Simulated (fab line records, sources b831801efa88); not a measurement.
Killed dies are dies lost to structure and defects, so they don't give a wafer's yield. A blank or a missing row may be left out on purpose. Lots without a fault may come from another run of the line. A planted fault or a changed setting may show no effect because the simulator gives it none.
fab line records | flow sfq_line
record lots=14 wafers=42 last_day=92
route steps=325 shown M7@293
lots that met no fault: from a run of the same line without faults
start_h: hours from the record's first day to the start of the lot's first wafer shown | wait_h: hours since the lot's step before | " the same as in the row above | L1.1+2: a row that stands for several wafers | - no value, or no start given | * or withheld: withheld | < > ~ a bound
route shown NAME@n: a module of which the file shows steps, and the number in the route of the first | usual: mean/standard deviation of fault-free wafers | same: alike in all rows | chamber/n: place in a boat | sites: the reading at each site | _std_site: their standard deviation | _edge_site: outer sites' mean less inner sites' | radius_mm: how far each site lies from the wafer's centre | mask NAME#n: copy n | behind: the tool/chamber that last shaped the wafer | hold: why the lot was held/for how many hours/how that ended | device: the transistor (n, p or np) that didn't switch | end of line: the same wafers' tests at the end of the route | a step without rows: its recipe alone | killed: dies lost to structure and defects at the first sort, not the wafer's yield | map: a wafer's dies, x killed, . not, _ none there
set.NAME: the setting as run; set.NAME@STEP: as run at that earlier step | model.NAME: the simulator's own value behind a step, which no gauge read
steps of the route over a sample of lots; a table a step, a row a wafer
services: from which hour (start_h, from the record's first day; less than 0 if before it) a tool's chamber was out of use, for how many hours, and why
## steps
# step SFQ_TRILAYER_M7_ETCH_METAL_ETCH_180
# recipe target=Nb stop_on=SiO2 mask_material=PR chemistry=Cl2/Ar target_depth_nm=240 icp_w=600 bias_w=80 pressure_mtorr=10 time_s=120
# usual bias_w=80.01/0.24 chamber_pressure_mTorr=10.000/0.0083 drypump_motor_current_A=5.48/0.28 he_backside_leak_sccm=3.5/0.39 oes_product_au=0.894/0.0062
# columns lot.wafer tool chamber start_h wait_h bias_w chamber_pressure_mTorr drypump_motor_current_A he_backside_leak_sccm oes_product_au rf_hours_counter_h
L822.3 rie_metal-02 0 1868.35 0.1 79.46 9.998 6.00 3.0 0.895 -
L822.4 " 0 " " 79.73 10.002 5.99 3.1 0.895 -
L822.5 " 0 " " 79.43 10.005 6.00 3.0 0.899 -
L823.1 rie_metal-03 1 1974.27 0.0 80.09 10.006 5.34 3.0 0.895 77
L823.2 " 0 " " 80.10 9.998 5.57 3.7 0.895 59
L823.3 " 1 " " 80.11 9.984 5.31 3.1 0.900 -
L829.2 rie_metal-04 1 1990.17 0.0 80.19 10.008 5.31 3.8 0.902 74
L829.4 " 0 " " 79.92 10.005 5.17 3.4 0.904 -
L829.6 " 0 " " 80.16 10.011 5.16 3.6 0.898 -
L830.1 rie_metal-02 0 1991.37 0.0 - - - - - -
L830.2 " 1 " " - - - - - -
L830.5 " 0 " " - - - - - -
L831.1 rie_metal-02 0 1993.77 0.0 - - - - - -
L831.2 " 1 " " - - - - - -
L831.4 " 0 " " - - - - - -
L834.4 rie_metal-04 1 2009.21 0.1 79.87 9.993 5.33 3.7 0.893 -
L834.5 " 0 " " 80.21 10.003 5.17 3.6 0.888 -
L834.6 " 1 " " 80.14 9.996 5.34 3.8 0.896 -
L835.2 rie_metal-04 0 2013.97 0.0 80.13 9.999 5.18 3.6 0.893 95
L835.5 " 0 " " 79.95 9.983 5.16 3.9 0.896 -
L835.6 " 1 " " 79.81 9.994 5.33 3.7 0.898 -
L836.3 rie_metal-03 0 2015.21 0.1 80.02 10.007 5.58 3.5 0.900 -
L836.4 " 1 " " 80.26 9.997 5.32 3.2 0.889 -
L836.5 " 0 " " 80.01 10.004 5.58 3.7 0.891 -
L837.3 rie_metal-03 1 2073.95 0.1 80.15 9.983 5.29 3.3 0.896 -
L837.4 " 0 " " 79.65 10.008 5.58 3.4 0.892 -
L837.5 " 1 " " 79.92 9.989 5.31 3.3 0.899 -
L838.1 rie_metal-04 0 2075.11 0.0 80.00 10.016 5.17 3.7 0.890 103
L838.3 " 0 " " 80.11 10.016 5.18 3.6 0.903 -
L838.6 " 0 " " 79.76 9.994 5.17 3.4 0.904 -
L840.2 rie_metal-03 1 2106.31 0.0 79.75 9.994 5.32 3.3 0.887 100
L840.4 " 1 " " 79.64 9.980 5.31 3.2 0.886 -
L840.5 " 1 " " 79.71 10.011 5.31 3.3 0.884 -
L842.3 rie_metal-03 0 2178.47 0.1 79.95 10.004 5.61 3.7 0.892 -
L842.5 " 0 " " 80.25 10.008 5.60 3.8 0.902 -
L842.6 " 1 " " 79.77 9.993 5.31 3.2 0.895 -
L843.1 rie_metal-03 1 2180.83 0.0 80.12 9.991 5.33 3.3 0.896 110
L843.2 " 0 " " 80.01 10.003 5.64 3.8 0.899 91
L843.6 " 1 " " 80.22 9.977 5.34 3.3 0.897 -
L844.1 rie_metal-02 0 2183.23 0.0 79.99 10.004 5.96 3.1 0.905 83
L844.3 " 0 " " 80.16 10.001 5.97 3.1 0.886 -
L844.5 " 0 " " 79.60 10.004 5.95 3.2 0.896 -
## services
# columns tool chamber start_h hours kind
rie_metal-02 1 1859.19 11.2 repair
rie_metal-04 - 1869.37 1.4 pm
rie_metal-03 - 1873.90 2.8 pm
rie_metal-03 0 1931.39 4.8 repair
rie_metal-03 0 1980.11 5.3 repair
rie_metal-02 0 2006.28 15.7 repair
rie_metal-02 - 2114.80 0.9 repair
rie_metal-04 1 2164.99 12.1 repair
## key
first_sign step=SFQ_TRILAYER_M7_ETCH_METAL_ETCH_180 reading=tool_record direction=missing
effect none on later readings
met_at SFQ_TRILAYER_M7_ETCH_METAL_ETCH_180
struck_lots L830,L831
onset_between 1868.35 1991.37
fault kind=skipped_step_whole tool=rie_metal-02 chamber=- onset_h=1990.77 steps=SFQ_TRILAYER_M7_ETCH_METAL_ETCH_180 scope=struck_lots_only
